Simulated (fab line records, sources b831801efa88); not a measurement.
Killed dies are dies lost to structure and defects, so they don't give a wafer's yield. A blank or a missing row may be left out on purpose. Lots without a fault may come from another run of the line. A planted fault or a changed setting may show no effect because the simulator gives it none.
A struck lot beside a sound one | flow sky130 | 34 steps out of a route of 708
Sound: wafers L312.2, L312.4, L312.5. Struck: wafer L317.6. (L317.2, L317.4 of the same lot were not struck and are left out.) The cause comes at the end.
At each step with rows: each side's tool, then ch and its chambers, then its first start. Under that, the readings that differ: sound wafers | struck wafers | difference of the means | sigmas: that difference in standard deviations of wafers without a fault.
alike: readings whose means differ by less than 2 such deviations, and words and numbers that are the same on both sides. not compared: withheld readings, readings that some wafer has no value for, bounds like >300 that may hide the same value, and numbers for which the record gives no deviation and whose values overlap.
The two part at a step that has a row with sigmas, a row that says differs or no value, or rows on one side only. Numbers that don't overlap but have no deviation are shown without sigmas and don't part them. A reading that every wafer of one side lacks parts them only if that side has two wafers or more.

first, 9 steps without rows for these wafers: SKY_METAL1_DEVELOP_14 (develop time 60 s); SKY_METAL1_DESCUM_17 (chemistry O2, time 8 s); SKY_METAL1_ETCH_18 (etches BARC in N2/H2, stops on SiO2, time 45.9 s, target depth 60 nm); SKY_METAL1_METAL_ETCH_19 (etches the open film in Cl2/BCl3, stops on SiO2, target depth 360 nm, time 78 s); SKY_METAL1_STRIP_20 (strips in O2/N2); SKY_METAL1_STRIP_21 (strips in post etch residue remover, time 1200 s); SKY_METAL1_CLEAN_22 (cleans in IPA, time 180 s); SKY_METAL1_CLEAN_23 (cleans in O3/DIW); SKY_VIA1_HDPCVD_00 (deposits SiO2, target thk 1030 nm, time 171.7 s).
SKY_VIA1_CMP_02: polishes SiO2.
  sound on cmp-01 ch 0,1,3, day 35 21:31; struck on cmp-01 ch 2, day 36 18:44
  reading                                  | sound           | struck | difference | sigmas
  model.SiO2_of_VIA1_HDPCVD_00.thk_nm (nm) | 343 346.7 343.4 | 257.9  | -86.5      |
  alike: motor_current_A
SKY_VIA1_BOW_MEAS_03:
  sound on film_metro-04, day 35 21:47; struck on film_metro-01, day 36 19:20
  not compared: hold, VIA1_BOW
then, 8 steps without rows for these wafers: SKY_VIA1_HMDS_05 (prime time 60 s); SKY_VIA1_COAT_06 (resist thk 60 nm); SKY_VIA1_COAT_07 (resist thk 450 nm); SKY_VIA1_SOFTBAKE_08 (time 90 s); SKY_VIA1_EXPOSE_09 (exposes mask VIM, target cd 150 nm); SKY_VIA1_PEB_10; SKY_VIA1_DEVELOP_11 (develop time 60 s); SKY_VIA1_ETCH_14 (etches BARC in N2/H2, stops on SiO2, time 45.9 s, target depth 60 nm).
SKY_VIA1_ETCH_15: etches SiO2 in C4F8/O2/Ar, stops on TiN, target depth 351 nm, time 54 s.
  sound on rie_diel-04 ch 2,3, day 37 00:16; struck on rie_diel-01 ch 1, day 37 21:36
  reading                          | sound             | struck | difference | sigmas
  oes_product_au (a.u.)            | 0.971 0.979 0.986 | 0.834  | -0.145     | -20
  model.VIA1.feature_depth_nm (nm) | 343 346.7 343.4   | 257.9  | -86.5      |
  model.etch.depth_nm (nm)         | 343 346.7 343.4   | 257.9  | -86.5      |
  not compared: rf_hours_counter_h
then, 12 steps without rows for these wafers: SKY_VIA1_STRIP_16 (strips in O2/N2); SKY_VIA1_STRIP_17 (strips in post etch residue remover, time 1200 s); SKY_VIA1_CLEAN_18 (cleans in IPA, time 180 s); SKY_VIA1_CLEAN_19 (cleans in O3/DIW); SKY_VIA1_SPUTTER_20 (material TiN, target thk 20 nm, time 80 s); SKY_VIA1_CVD_21 (deposits W, target thk 270 nm, time 80.902 s); SKY_VIA1_CMP_24 (polishes, stops on SiO2, t overpolish 15 s, target thk 0 nm); SKY_METAL2_SPUTTER_00 (material Ti, target thk 15 nm, time 10 s); SKY_METAL2_SPUTTER_01 (material TiN, target thk 20 nm, time 16.7 s); SKY_METAL2_SPUTTER_02 (material AlCu, target thk 250 nm, time 13.3 s); SKY_METAL2_SPUTTER_03 (material Ti, target thk 5 nm, time 3.3 s); SKY_METAL2_SPUTTER_04 (material TiN, target thk 70 nm, time 58.3 s).
SKY_METAL2_METAL_ETCH_19: etches the open film in Cl2/BCl3, stops on SiO2, target depth 360 nm, time 78 s.
  sound on rie_metal-01 ch 0,1, day 38 04:13; struck on rie_metal-03 ch 1, day 39 01:10
  reading                                  | sound           | struck | difference | sigmas
  model.SiO2_of_VIA1_HDPCVD_00.thk_nm (nm) | 329 332.6 329.2 | 243.9  | -86.4      |
  alike: drypump_motor_current_A, oes_product_au, throttle_valve_pct
  not compared: rf_hours_counter_h
-- the record jumps here: 10 days lie between the struck wafers' starts before and after (it left off in module METAL2 and takes up again in module PAD_OPEN, whose first step shown is number 708 of the route) --
SKY_PAD_OPEN_PROBE_99:
  sound on prober-01, day 48 07:19; struck on prober-02, day 48 18:49
  reading             | sound  | struck | difference | sigmas
  killed_at_front_end | 10 4 9 | 17     | +9         | +2
  alike: defect_limited_yield, killed_at_M0_to_M3, killed_at_M4_up, killed_at_contacts, killed_at_other, killed_dies, killed_open, killed_short, sort_bin_3_pad_short, sort_bin_5_function, sort_bin_6_memory, sort_n_pass, sort_yield_pct

WHERE THEY PART
First at SKY_VIA1_ETCH_15; last, within this record, at SKY_PAD_OPEN_PROBE_99.

WHY: what the simulator had put in
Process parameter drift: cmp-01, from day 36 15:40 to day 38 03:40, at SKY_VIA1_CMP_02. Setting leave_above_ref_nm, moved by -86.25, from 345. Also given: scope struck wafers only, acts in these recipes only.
